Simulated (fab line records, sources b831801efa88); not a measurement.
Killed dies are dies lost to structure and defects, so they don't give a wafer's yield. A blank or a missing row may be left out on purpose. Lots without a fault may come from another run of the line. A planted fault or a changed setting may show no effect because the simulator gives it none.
Which tool did it? | flow gf180mcu | 7 lots, 21 wafers sampled, at 4 steps of a route of 602

WHAT THE GAUGES READ, wafer by wafer
GF_M3_THK_MEAS_06: measures by xrf.
lot  | measured     | on            | M3_ALCU_THK (nm)
L107 | day 20 16:31 | film_metro-03 | 466 466 459
L110 | day 21 22:37 | film_metro-01 | 455 453 450
L113 | day 23 06:40 | film_metro-04 | 479 477 470
L116 | day 24 05:02 | film_metro-04 | 464 457 458
L122 | day 26 00:36 | film_metro-01 | 458 453 460
L127 | day 27 12:25 | film_metro-01 | 463 464 469
L129 | day 28 02:59 | film_metro-03 | 468 461 460

WHICH TOOL RAN EACH LOT (tool, then ch and the chambers of the sampled wafers, then the start)
lot  | GF_POLY_GATE_SOFTBAKE_06          | GF_V1_SPUTTER_22             | GF_V2_CVD_23
L107 | litho_track-01 ch 0, day 9 04:00  | pvd_sputter-03, day 18 11:46 | cvd_w-02 ch 0, day 20 15:33
L110 | litho_track-01 ch 0, day 9 23:00  | pvd_sputter-03, day 19 18:28 | cvd_w-02 ch 0,1, day 21 21:41
L113 | litho_track-03 ch 0, day 10 23:00 | pvd_sputter-02, day 21 02:35 | cvd_w-02 ch 0,1, day 23 05:45
L116 | litho_track-01 ch 0, day 11 18:00 | pvd_sputter-03, day 22 00:28 | cvd_w-01 ch 0, day 24 04:05
L122 | litho_track-03 ch 0, day 13 10:00 | pvd_sputter-01, day 24 01:00 | cvd_w-01 ch 0,1, day 25 23:40
L127 | litho_track-04 ch 0, day 14 22:00 | pvd_sputter-02, day 25 15:09 | cvd_w-01 ch 0,1, day 27 11:29
L129 | litho_track-01 ch 0, day 15 15:00 | pvd_sputter-03, day 26 06:46 | cvd_w-02 ch 0,1, day 28 02:04
- GF_POLY_GATE_SOFTBAKE_06: time 60 s.
- GF_V1_SPUTTER_22: material TiN, target thk 10 nm, time 40 s.
- GF_V2_CVD_23: deposits W, target thk 350 nm, time 104.94 s.

THE ANSWER, worked out from the rows above alone
Rule: what is usual is taken from the lots themselves. Put in order of their means at a reading, lots are off if they are a third of the lots or fewer, leave a main group of 4 or more, and stand apart from it by a gap of 3 or more times the standard deviation of the main group's means; of several such gaps the widest counts. A main group whose means are all the same, to the digits that the tables above print for the reading, isn't used. A lot without any number at a reading at which 4 lots or more have one is off too. The other lots that the step has rows for count as sound.
No lot is off at any reading shown: from this, nothing can be told.

WHAT THE SIMULATOR HAD PUT IN
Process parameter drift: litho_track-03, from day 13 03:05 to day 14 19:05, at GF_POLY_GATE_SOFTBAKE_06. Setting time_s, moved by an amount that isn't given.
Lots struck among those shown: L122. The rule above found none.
